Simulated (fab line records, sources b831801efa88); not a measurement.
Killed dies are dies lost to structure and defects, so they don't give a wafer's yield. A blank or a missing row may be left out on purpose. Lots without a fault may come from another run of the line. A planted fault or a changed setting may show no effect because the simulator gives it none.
A sampling plan put to the test | flow sky130 | one fab line, 57 faults that these records tell of, each judged on the records of the lots that it struck
The plan is the line's own looks: the steps of the route at which a gauge or an inspection reads the wafer and doesn't change it. A look can be judged if struck wafers have a number there and the file gives its usual mean and standard deviation on fault-free wafers. Caught: at a look after the fault's first step, the mean of the struck wafers lies 4 or more of those standard deviations (sigma) from the usual mean. On the tool: the same test on the tool's own readings at the fault's steps. Another recipe on the struck wafers, or a record that is blank for them alone, also counts as caught.

THE FAULTS, as the simulator had put them in
1. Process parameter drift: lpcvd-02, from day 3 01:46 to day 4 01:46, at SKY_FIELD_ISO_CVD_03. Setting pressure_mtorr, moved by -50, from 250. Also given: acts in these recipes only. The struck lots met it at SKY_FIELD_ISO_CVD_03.
2. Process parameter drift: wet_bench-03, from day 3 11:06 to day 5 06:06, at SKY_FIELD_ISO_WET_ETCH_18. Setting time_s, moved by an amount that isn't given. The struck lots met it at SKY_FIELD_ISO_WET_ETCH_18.
3. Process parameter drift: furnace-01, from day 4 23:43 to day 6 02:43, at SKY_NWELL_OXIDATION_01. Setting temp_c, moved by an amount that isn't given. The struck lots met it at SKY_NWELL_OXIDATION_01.
4. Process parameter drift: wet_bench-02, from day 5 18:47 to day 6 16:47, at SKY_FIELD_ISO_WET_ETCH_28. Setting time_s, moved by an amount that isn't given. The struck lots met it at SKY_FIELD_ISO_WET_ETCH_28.
5. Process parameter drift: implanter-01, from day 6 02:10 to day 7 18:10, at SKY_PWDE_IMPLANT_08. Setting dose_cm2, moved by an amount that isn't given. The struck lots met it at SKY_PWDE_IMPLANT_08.
6. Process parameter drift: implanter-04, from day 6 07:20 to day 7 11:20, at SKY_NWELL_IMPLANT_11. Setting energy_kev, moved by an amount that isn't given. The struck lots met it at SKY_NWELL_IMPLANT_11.
7. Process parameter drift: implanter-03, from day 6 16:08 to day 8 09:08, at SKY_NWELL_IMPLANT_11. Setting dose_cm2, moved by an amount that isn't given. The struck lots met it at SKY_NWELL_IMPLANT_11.
8. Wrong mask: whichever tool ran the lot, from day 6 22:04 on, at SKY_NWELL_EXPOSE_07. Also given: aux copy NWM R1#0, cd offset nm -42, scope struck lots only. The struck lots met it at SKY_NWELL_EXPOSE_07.
9. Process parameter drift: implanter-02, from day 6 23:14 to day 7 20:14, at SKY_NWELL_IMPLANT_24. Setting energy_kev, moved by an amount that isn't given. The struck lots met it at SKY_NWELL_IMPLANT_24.
10. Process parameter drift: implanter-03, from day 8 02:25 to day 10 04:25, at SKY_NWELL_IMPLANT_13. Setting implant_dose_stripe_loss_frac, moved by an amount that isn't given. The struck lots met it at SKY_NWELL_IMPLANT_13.
11. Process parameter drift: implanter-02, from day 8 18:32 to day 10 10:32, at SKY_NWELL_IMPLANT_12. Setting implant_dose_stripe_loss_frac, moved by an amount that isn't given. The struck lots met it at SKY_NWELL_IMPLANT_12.
12. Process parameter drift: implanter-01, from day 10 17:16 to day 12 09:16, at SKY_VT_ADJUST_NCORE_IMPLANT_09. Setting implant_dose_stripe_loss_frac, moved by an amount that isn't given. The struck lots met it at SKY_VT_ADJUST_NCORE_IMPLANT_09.
13. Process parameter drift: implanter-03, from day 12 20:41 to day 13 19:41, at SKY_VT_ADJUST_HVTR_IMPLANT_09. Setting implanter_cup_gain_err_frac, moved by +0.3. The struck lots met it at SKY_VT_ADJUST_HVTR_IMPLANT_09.
14. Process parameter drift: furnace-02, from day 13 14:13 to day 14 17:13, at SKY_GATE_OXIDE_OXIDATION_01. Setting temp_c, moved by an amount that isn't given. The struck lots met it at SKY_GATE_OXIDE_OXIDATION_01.
15. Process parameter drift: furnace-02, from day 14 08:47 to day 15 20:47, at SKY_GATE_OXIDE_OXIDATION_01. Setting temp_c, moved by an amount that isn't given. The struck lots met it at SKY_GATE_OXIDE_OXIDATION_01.
16. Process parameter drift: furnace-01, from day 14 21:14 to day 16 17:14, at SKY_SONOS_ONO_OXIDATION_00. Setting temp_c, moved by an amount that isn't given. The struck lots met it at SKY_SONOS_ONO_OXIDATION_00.
17. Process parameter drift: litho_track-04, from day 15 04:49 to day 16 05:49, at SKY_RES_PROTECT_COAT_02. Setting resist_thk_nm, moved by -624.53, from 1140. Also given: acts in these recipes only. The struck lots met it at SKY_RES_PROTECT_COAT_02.
18. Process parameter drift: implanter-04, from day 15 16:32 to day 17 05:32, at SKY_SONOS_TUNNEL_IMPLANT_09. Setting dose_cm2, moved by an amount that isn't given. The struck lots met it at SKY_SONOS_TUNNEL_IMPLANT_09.
19. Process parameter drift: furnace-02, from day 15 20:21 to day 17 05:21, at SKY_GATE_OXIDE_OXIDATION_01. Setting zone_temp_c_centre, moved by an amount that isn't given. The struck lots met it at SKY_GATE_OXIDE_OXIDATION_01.
20. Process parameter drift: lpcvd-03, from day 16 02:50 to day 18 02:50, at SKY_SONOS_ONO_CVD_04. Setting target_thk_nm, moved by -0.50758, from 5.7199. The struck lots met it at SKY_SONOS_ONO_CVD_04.
21. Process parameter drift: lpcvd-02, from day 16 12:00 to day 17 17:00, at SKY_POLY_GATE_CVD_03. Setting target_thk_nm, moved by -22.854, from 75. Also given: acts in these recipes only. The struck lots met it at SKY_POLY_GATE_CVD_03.
22. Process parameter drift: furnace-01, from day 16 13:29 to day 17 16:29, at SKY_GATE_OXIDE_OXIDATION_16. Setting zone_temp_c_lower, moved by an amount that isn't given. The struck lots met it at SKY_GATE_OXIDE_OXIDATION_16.
23. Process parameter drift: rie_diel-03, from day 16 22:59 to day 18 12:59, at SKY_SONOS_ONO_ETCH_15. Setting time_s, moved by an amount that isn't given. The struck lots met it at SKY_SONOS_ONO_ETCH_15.
24. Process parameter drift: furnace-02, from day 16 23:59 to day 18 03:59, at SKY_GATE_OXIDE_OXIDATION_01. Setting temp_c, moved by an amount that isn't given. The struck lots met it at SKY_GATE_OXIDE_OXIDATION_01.
25. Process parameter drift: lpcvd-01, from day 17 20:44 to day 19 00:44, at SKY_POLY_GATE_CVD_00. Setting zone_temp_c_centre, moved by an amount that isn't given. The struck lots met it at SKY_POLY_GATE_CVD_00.
26. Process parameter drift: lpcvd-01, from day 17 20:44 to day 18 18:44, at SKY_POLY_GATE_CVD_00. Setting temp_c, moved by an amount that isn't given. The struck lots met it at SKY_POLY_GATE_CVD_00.
27. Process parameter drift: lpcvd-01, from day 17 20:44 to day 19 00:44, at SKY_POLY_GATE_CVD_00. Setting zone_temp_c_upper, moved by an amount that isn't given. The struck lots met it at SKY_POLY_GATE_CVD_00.
28. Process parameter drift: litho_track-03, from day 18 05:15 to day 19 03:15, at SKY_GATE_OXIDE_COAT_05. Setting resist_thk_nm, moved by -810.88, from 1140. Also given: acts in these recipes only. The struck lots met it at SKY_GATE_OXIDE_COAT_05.
29. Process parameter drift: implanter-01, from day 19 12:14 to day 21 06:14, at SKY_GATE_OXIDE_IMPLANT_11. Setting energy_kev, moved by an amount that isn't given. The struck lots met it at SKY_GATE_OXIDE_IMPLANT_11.
30. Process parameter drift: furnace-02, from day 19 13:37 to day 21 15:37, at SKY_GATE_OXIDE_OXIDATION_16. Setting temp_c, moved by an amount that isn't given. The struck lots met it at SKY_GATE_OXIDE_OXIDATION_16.
31. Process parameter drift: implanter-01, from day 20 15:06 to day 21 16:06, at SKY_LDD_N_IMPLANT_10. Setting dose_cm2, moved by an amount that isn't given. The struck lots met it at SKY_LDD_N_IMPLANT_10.
32. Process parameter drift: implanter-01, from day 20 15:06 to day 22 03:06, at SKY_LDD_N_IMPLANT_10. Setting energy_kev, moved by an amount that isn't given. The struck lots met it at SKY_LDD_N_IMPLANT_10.
33. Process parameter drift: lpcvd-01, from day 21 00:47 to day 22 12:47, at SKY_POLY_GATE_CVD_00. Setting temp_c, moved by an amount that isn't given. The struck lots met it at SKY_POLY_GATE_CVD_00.
34. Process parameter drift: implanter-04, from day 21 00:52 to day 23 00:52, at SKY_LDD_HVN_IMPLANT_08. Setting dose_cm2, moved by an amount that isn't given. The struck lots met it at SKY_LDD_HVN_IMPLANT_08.
35. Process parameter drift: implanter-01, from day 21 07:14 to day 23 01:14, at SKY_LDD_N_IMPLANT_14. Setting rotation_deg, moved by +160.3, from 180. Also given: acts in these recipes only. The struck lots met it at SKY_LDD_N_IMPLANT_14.
36. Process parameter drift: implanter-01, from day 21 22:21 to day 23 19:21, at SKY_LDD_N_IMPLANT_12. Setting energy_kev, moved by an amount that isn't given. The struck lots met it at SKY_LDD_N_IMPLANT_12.
37. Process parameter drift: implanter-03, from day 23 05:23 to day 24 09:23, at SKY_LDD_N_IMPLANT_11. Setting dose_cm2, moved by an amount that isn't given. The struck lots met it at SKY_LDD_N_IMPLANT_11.
38. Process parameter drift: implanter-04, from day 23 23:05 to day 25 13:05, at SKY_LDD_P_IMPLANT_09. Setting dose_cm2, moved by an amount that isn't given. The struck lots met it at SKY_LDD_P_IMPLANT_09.
39. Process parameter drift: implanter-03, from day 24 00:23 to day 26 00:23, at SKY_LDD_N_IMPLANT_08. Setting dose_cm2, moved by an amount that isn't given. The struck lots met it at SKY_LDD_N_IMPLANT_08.
40. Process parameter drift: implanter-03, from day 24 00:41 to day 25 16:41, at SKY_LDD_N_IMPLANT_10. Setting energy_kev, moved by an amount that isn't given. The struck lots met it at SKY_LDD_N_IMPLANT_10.
41. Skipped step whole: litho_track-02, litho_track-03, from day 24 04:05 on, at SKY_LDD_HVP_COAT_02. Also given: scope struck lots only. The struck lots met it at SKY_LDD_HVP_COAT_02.
42. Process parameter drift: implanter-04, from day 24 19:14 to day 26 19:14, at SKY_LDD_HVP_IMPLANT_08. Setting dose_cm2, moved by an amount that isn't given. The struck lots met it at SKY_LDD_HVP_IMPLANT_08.
43. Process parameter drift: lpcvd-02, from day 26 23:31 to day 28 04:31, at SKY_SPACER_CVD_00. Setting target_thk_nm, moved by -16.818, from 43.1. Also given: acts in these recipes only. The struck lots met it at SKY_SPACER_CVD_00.
44. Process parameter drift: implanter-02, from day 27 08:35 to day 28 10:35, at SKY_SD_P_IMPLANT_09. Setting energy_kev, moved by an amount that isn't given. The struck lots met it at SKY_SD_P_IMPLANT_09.
45. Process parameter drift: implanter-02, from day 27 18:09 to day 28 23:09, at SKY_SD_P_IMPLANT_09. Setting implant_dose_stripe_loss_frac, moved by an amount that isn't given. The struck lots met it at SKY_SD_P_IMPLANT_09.
46. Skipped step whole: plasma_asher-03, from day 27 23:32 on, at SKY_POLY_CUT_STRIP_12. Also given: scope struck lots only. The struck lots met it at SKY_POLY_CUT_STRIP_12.
47. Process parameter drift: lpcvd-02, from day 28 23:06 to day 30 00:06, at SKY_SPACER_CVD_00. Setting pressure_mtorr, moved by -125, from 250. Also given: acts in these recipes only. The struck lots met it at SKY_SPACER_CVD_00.
48. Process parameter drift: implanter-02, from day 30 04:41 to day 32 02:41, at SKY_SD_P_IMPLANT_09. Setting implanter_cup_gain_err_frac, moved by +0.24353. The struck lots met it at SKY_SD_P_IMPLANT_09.
49. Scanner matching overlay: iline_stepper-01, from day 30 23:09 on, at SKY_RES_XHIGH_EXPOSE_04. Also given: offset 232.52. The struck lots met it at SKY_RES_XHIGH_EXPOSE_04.
50. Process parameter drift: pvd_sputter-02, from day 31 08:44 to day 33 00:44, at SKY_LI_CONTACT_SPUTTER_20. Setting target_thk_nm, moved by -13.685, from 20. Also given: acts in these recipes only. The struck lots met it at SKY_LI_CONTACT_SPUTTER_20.
51. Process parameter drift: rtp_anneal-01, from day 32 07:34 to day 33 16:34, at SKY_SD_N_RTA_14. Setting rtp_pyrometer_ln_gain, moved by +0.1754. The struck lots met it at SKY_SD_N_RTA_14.
52. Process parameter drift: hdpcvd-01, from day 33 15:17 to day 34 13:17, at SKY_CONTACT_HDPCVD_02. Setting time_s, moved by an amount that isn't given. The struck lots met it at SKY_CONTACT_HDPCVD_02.
53. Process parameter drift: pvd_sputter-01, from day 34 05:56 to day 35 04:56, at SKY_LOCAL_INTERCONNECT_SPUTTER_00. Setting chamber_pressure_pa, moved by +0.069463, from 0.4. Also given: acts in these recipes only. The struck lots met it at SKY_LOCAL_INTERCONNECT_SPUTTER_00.
54. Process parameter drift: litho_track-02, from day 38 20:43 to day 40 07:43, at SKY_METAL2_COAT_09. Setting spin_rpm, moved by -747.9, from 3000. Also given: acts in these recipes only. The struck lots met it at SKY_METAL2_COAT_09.
55. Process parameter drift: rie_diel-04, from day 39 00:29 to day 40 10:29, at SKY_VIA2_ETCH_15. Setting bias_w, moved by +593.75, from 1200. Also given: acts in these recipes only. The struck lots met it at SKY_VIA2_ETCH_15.
56. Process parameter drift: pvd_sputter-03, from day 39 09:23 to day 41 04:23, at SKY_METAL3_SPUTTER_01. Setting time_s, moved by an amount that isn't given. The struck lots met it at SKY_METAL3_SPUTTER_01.
57. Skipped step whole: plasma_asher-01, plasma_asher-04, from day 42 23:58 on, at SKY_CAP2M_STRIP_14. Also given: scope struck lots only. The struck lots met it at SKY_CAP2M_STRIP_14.

WHAT THE PLAN SAW
fault | on the tool itself                               | first look that catches it                      | reading, sigma                                                                  | median hours from its first step to that look | hours from the fault's start to the first struck lot there | judged looks passed uncaught
1     | pressure_mtorr -99 or beyond sigma               | SKY_FIELD_ISO_THK_MEAS_04                       | FIELD_ISO_CVD_03_THK -8.7                                                       | 1.8                                           | 5                                                          | 0
2     | run_length_s +35 sigma                           | none of the 2 looks that can be judged after it | -                                                                               | -                                             | -                                                          | 2
3     | tube_center_temp_C +99 or beyond sigma           | SKY_NWELL_THK_MEAS_02                           | NWELL_OXIDATION_THK +11                                                         | 1.4                                           | 6                                                          | 0
4     | run_length_s -10 sigma                           | none of the 4 looks that can be judged after it | -                                                                               | -                                             | -                                                          | 4
5     | dose_ions_cm2 -28 sigma                          | SKY_NWELL_RS_MEAS_31                            | PWDE_RS +8.0                                                                    | 41.6                                          | 46                                                         | 1
6     | beam_energy_keV -99 or beyond sigma              | SKY_NWELL_RS_MEAS_29                            | NWELL_RS +5.5                                                                   | 20.5                                          | 27                                                         | 0
7     | dose_ions_cm2 +99 or beyond sigma                | SKY_NWELL_TW_MEAS_15                            | NWELL_TW +7.6                                                                   | 0.5                                           | 5                                                          | 0
8     | no reading that can be judged                    | no look after it can be judged                  | -                                                                               | -                                             | -                                                          | 0
9     | beam_energy_keV +99 or beyond sigma              | no look after it can be judged                  | -                                                                               | -                                             | -                                                          | 0
10    | under 2 sigma                                    | none of the 7 looks that can be judged after it | -                                                                               | -                                             | -                                                          | 7
11    | no reading that can be judged                    | none of the 7 looks that can be judged after it | -                                                                               | -                                             | -                                                          | 7
12    | no reading that can be judged                    | SKY_VT_ADJUST_NCORE_TW_MEAS_11                  | VT_ADJUST_NCORE_TW -6.2                                                         | 0.2                                           | 3                                                          | 0
13    | faraday_current_uA +15 sigma                     | SKY_VT_ADJUST_HVTR_TW_MEAS_11                   | VT_ADJUST_HVTR_TW -12                                                           | 0.2                                           | 6                                                          | 0
14    | tube_center_temp_C -99 or beyond sigma           | SKY_GATE_OXIDE_THK_MEAS_02                      | GATE_OXIDE_OXIDATION_00_THK -12                                                 | 1.4                                           | 4                                                          | 0
15    | tube_center_temp_C -75 sigma                     | SKY_GATE_OXIDE_THK_MEAS_02                      | GATE_OXIDE_OXIDATION_00_THK -4.5                                                | 1.4                                           | 17                                                         | 0
16    | tube_center_temp_C +99 or beyond sigma           | SKY_SONOS_ONO_THK_MEAS_01                       | SONOS_ONO_OXIDATION_THK +11                                                     | 1.4                                           | 10                                                         | 0
17    | under 2 sigma                                    | no look after it can be judged                  | -                                                                               | -                                             | -                                                          | 0
18    | dose_ions_cm2 -99 or beyond sigma                | SKY_SONOS_TUNNEL_TW_MEAS_12                     | SONOS_TUNNEL_TW -6.9                                                            | 0.4                                           | 23                                                         | 0
19    | zone_power_centre_pct -68 sigma                  | not the one look that can be judged after it    | strongest: GATE_OXIDE_OXIDATION_00_THK at SKY_GATE_OXIDE_THK_MEAS_02, -2.8      | -                                             | -                                                          | 1
20    | no reading that can be judged                    | SKY_SONOS_ONO_THK_MEAS_05                       | SONOS_ONO_CVD_04_THK -5.5                                                       | 1.3                                           | 10                                                         | 0
21    | under 2 sigma                                    | SKY_POLY_GATE_THK_MEAS_04                       | POLY_GATE_CVD_03_THK -29                                                        | 1.4                                           | 9                                                          | 0
22    | zone_power_centre_pct -42 sigma                  | no look after it can be judged                  | -                                                                               | -                                             | -                                                          | 0
23    | under 2 sigma                                    | no look after it can be judged                  | -                                                                               | -                                             | -                                                          | 0
24    | tube_center_temp_C -99 or beyond sigma           | SKY_GATE_OXIDE_THK_MEAS_02                      | GATE_OXIDE_OXIDATION_00_THK -8.1                                                | 1.4                                           | 20                                                         | 0
25    | spike_tc_centre_C -33 sigma                      | SKY_POLY_GATE_THK_MEAS_01                       | POLY_GATE_CVD_00_THK -12                                                        | 1.5                                           | 6                                                          | 0
26    | susceptor_temp_C -65 sigma                       | SKY_POLY_GATE_THK_MEAS_01                       | POLY_GATE_CVD_00_THK -37                                                        | 1.5                                           | 6                                                          | 0
27    | spike_tc_upper_C -34 sigma                       | SKY_POLY_GATE_THK_MEAS_01                       | POLY_GATE_CVD_00_THK -20                                                        | 1.5                                           | 6                                                          | 0
28    | under 2 sigma                                    | none of the 2 looks that can be judged after it | -                                                                               | -                                             | -                                                          | 2
29    | beam_energy_keV +99 or beyond sigma              | not the one look that can be judged after it    | strongest: GATE_OXIDE_TW at SKY_GATE_OXIDE_TW_MEAS_14, +3.6                     | -                                             | -                                                          | 1
30    | tube_center_temp_C -99 or beyond sigma           | no look after it can be judged                  | -                                                                               | -                                             | -                                                          | 0
31    | dose_ions_cm2 -99 or beyond sigma                | not the one look that can be judged after it    | -                                                                               | -                                             | -                                                          | 1
32    | beam_energy_keV -99 or beyond sigma              | no look after it can be judged                  | -                                                                               | -                                             | -                                                          | 0
33    | susceptor_temp_C -52 sigma                       | SKY_POLY_GATE_THK_MEAS_01                       | POLY_GATE_CVD_00_THK -30                                                        | 1.2                                           | 6                                                          | 0
34    | dose_ions_cm2 -99 or beyond sigma                | SKY_LDD_HVN_TW_MEAS_10                          | LDD_HVN_TW -24                                                                  | 0.2                                           | 9                                                          | 0
35    | rotation_deg +99 or beyond sigma                 | no look after it can be judged                  | -                                                                               | -                                             | -                                                          | 0
36    | beam_energy_keV -99 or beyond sigma              | no look after it can be judged                  | -                                                                               | -                                             | -                                                          | 0
37    | dose_ions_cm2 -99 or beyond sigma                | not the one look that can be judged after it    | -                                                                               | -                                             | -                                                          | 1
38    | dose_ions_cm2 -99 or beyond sigma                | SKY_LDD_P_TW_MEAS_11                            | LDD_P_TW -13                                                                    | 0.2                                           | 12                                                         | 0
39    | dose_ions_cm2 -99 or beyond sigma                | not the one look that can be judged after it    | strongest: LDD_N_TW at SKY_LDD_N_TW_MEAS_17, -3.7                               | -                                             | -                                                          | 1
40    | beam_energy_keV -99 or beyond sigma              | no look after it can be judged                  | -                                                                               | -                                             | -                                                          | 0
41    | the tool's record is blank for the struck wafers | no look after it can be judged                  | -                                                                               | -                                             | -                                                          | 0
42    | dose_ions_cm2 +99 or beyond sigma                | SKY_LDD_HVP_TW_MEAS_10                          | LDD_HVP_TW +9.3                                                                 | 0.2                                           | 16                                                         | 0
43    | no reading that can be judged                    | SKY_SPACER_THK_MEAS_01                          | SPACER_CVD_00_THK -38                                                           | 1.2                                           | 6                                                          | 0
44    | beam_energy_keV -99 or beyond sigma              | SKY_SD_P_TW_MEAS_11                             | SD_P_TW -13                                                                     | 0.2                                           | 6                                                          | 0
45    | under 2 sigma                                    | none of the 6 looks that can be judged after it | strongest: SD_P_TW at SKY_SD_P_TW_MEAS_11, -2.8                                 | -                                             | -                                                          | 6
46    | the tool's record is blank for the struck wafers | no look after it can be judged                  | -                                                                               | -                                             | -                                                          | 0
47    | pressure_mtorr -99 or beyond sigma               | SKY_SPACER_THK_MEAS_01                          | SPACER_CVD_00_THK -18                                                           | 1.5                                           | 6                                                          | 0
48    | only faintly: faraday_current_uA +2.8 sigma      | SKY_SD_P_TW_MEAS_11                             | SD_P_TW -9.5                                                                    | 0.2                                           | 7                                                          | 0
49    | no reading that can be judged                    | not the one look that can be judged after it    | -                                                                               | -                                             | -                                                          | 1
50    | under 2 sigma                                    | no look after it can be judged                  | -                                                                               | -                                             | -                                                          | 0
51    | lamp_power_pct -14 sigma                         | SKY_SD_N_RS_MEAS_16                             | SD_N_RS +29                                                                     | 0.2                                           | 12                                                         | 0
52    | run_length_s -32 sigma                           | SKY_CONTACT_THK_MEAS_03                         | CONTACT_HDPCVD_THK -22                                                          | 0.1                                           | 8                                                          | 0
53    | chamber_pressure_pa +81 sigma                    | none of the 2 looks that can be judged after it | strongest: LOCAL_INTERCONNECT_TIN_RS at SKY_LOCAL_INTERCONNECT_RS_MEAS_01, +2.8 | -                                             | -                                                          | 2
54    | spin_speed_rpm -99 or beyond sigma               | not the one look that can be judged after it    | -                                                                               | -                                             | -                                                          | 1
55    | bias_w +99 or beyond sigma                       | none of the 2 looks that can be judged after it | -                                                                               | -                                             | -                                                          | 2
56    | under 2 sigma                                    | no look after it can be judged                  | -                                                                               | -                                             | -                                                          | 0
57    | no reading that can be judged                    | no look after it can be judged                  | -                                                                               | -                                             | -                                                          | 0
A dash: the fault isn't caught, or these records don't give the number.

Caught at a look: 27 of 57. Caught on the tool: 41 of 57. By one or the other: 46 of 57.
Caught on the tool alone: faults 2, 4, 9, 19, 22, 29, 30, 31, 32, 35, 36, 37, 39, 40, 41, 46, 53, 54, 55.
Caught at a look alone: faults 12, 20, 21, 43, 48.
Caught by neither: faults 8, 10, 11, 17, 23, 28, 45, 49, 50, 56, 57.

THINNER SAMPLING
If the look that catches a fault measured only every second or every third lot, by lot number, the first struck lot would be measured this late in the worst case:
fault | struck lots at that look, in order of time | every lot | every second lot | every third lot
1     | L418, L419, L420, L421                     | 5 h       | 9 h              | 14 h
3     | L542, L543                                 | 6 h       | 9 h              | may miss all 2
5     | L889, L893                                 | 46 h      | may miss all 2   | may miss all 2
6     | L436, L438                                 | 27 h      | may miss all 2   | may miss all 2
7     | L373, L376                                 | 5 h       | 25 h             | may miss all 2
12    | L515, L520                                 | 3 h       | 39 h             | may miss all 2
13    | L543, L544                                 | 6 h       | 13 h             | may miss all 2
14    | L620, L621                                 | 4 h       | 4 h              | may miss all 2
15    | L595, L597                                 | 17 h      | may miss all 2   | may miss all 2
16    | L573, L575                                 | 10 h      | may miss all 2   | may miss all 2
18    | L862, L865                                 | 23 h      | 36 h             | may miss all 2
20    | L500, L501                                 | 10 h      | 18 h             | may miss all 2
21    | L508, L509                                 | 9 h       | 20 h             | may miss all 2
24    | L224, L225                                 | 20 h      | 28 h             | may miss all 2
25    | L198, L199                                 | 6 h       | 14 h             | may miss all 2
26    | L191, L192                                 | 6 h       | 14 h             | may miss all 2
27    | L625, L626                                 | 6 h       | 14 h             | may miss all 2
33    | L729, L730                                 | 6 h       | 8 h              | may miss all 2
34    | L118, L120, L121                           | 9 h       | 45 h             | may miss all 3
38    | L149, L150, L151                           | 12 h      | 24 h             | 25 h
42    | L748, L750                                 | 16 h      | may miss all 2   | may miss all 2
43    | L595, L596, L597                           | 6 h       | 13 h             | 27 h
44    | L282, L283                                 | 6 h       | 13 h             | may miss all 2
47    | L213, L214                                 | 6 h       | 21 h             | may miss all 2
48    | L686, L689                                 | 7 h       | 23 h             | may miss all 2
51    | L890, L892                                 | 12 h      | may miss all 2   | may miss all 2
52    | L912, L914                                 | 8 h       | may miss all 2   | may miss all 2
Hours are from the fault's start to the first struck lot that is measured. The limit of 4 sigma was tested on all struck wafers together, so one lot alone may lie under it. Other struck lots may not be in these records.

THE LONGEST TIMED WAY FROM STEP TO LOOK
Fault 5: a median of 41.6 hours passes between SKY_PWDE_IMPLANT_08 and SKY_NWELL_RS_MEAS_31. The look between them that can be judged stayed within 4 sigma: SKY_PWDE_TW_MEAS_10.
